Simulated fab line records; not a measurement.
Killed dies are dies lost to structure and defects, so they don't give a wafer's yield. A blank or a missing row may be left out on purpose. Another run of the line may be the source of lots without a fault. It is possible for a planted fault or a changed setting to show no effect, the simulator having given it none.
Chamber matching | flow sky130 | rie diel-04 running SKY_POLY_GATE_ETCH_16: 4 sister chambers
The step etches Si3N4 in CH3F/O2, stops on poly-Si, time 147.5 s, target depth 75 nm. 18 wafers are shown with their chamber, then 9 later ones without.

== WAFERS, EACH WITH ITS CHAMBER ==
wafer  | chamber | drypump motor current A (A) | throttle valve pct (%) | oes product au (a.u.)
L077.1 | 2       | 6.0                         | 10.538                 | 0.641
L077.4 | 0       | 5.7                         | 10.519                 | 0.638
L077.5 | 1       | 5.7                         | 10.513                 | 0.644
L078.1 | 3       | 5.5                         | 10.530                 | 0.639
L078.4 | 2       | 6.0                         | 10.546                 | 0.635
L078.5 | 2       | 6.0                         | 10.531                 | 0.641
L080.1 | 1       | 5.7                         | 10.528                 | 0.653
L080.3 | 0       | 5.7                         | 10.544                 | 0.640
L080.4 | 2       | 6.0                         | 10.539                 | 0.644
L083.1 | 0       | 5.7                         | 10.540                 | 0.631
L083.2 | 1       | 5.7                         | 10.521                 | 0.636
L083.4 | 2       | 6.0                         | 10.526                 | 0.638
L085.1 | 0       | 5.8                         | 10.535                 | 0.639
L085.4 | 2       | 6.0                         | 10.545                 | 0.643
L085.5 | 3       | 5.5                         | 10.530                 | 0.640
L087.1 | 2       | 6.0                         | 10.538                 | 0.639
L087.3 | 3       | 5.5                         | 10.541                 | 0.641
L087.5 | 1       | 5.7                         | 10.537                 | 0.637

SIGNATURES (means of the wafers above)
reading                 | chamber 0 | chamber 1 | chamber 2 | chamber 3 | scatter within a chamber
drypump motor current A | 5.725     | 5.700     | 6.000     | 5.500     | 0.0231
throttle valve pct      | 10.53450  | 10.52475  | 10.53757  | 10.53367  | 0.0087
oes product au          | 0.63700   | 0.64250   | 0.64014   | 0.64000   | 0.00458
Rule: a wafer lies at a distance from a chamber equal to the root of the sum of squares, over the readings, of (its reading less the chamber's mean, divided by the reading's scatter). The wafer belongs to the nearest chamber; if the next one is less than 2 further off, it can't be placed. The scatter: take each reading less its chamber's mean, square it, sum over the shown wafers, divide by the number of wafers less the number of chambers, and take the root.

== WAFERS MISSING THEIR CHAMBER ==
wafer  | drypump motor current A (A) | throttle valve pct (%) | oes product au (a.u.)
L089.1 | 5.7                         | 10.533                 | 0.642
L089.4 | 5.8                         | 10.541                 | 0.648
L089.5 | 6.0                         | 10.544                 | 0.645
L090.1 | 5.7                         | 10.525                 | 0.646
L090.4 | 5.7                         | 10.539                 | 0.638
L090.5 | 5.5                         | 10.556                 | 0.633
L094.3 | 5.7                         | 10.541                 | 0.631
L094.4 | 6.0                         | 10.530                 | 0.634
L094.6 | 5.5                         | 10.552                 | 0.636

== CHAMBER TAKEN BY EACH ==
wafer  | from the rows above     | in truth
L089.1 | can't be placed: 1 or 0 | 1
L089.4 | can't be placed: 0 or 1 | 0
L089.5 | 2                       | 2
L090.1 | can't be placed: 1 or 0 | 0
L090.4 | can't be placed: 0 or 1 | 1
L090.5 | 3                       | 3
L094.3 | can't be placed: 0 or 1 | 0
L094.4 | 2                       | 2
L094.6 | 3                       | 3
Correctly placed: 4 of 9. These rows do not allow placing 5 (true chamber among the candidates in 5). Number placed wrongly: 0.
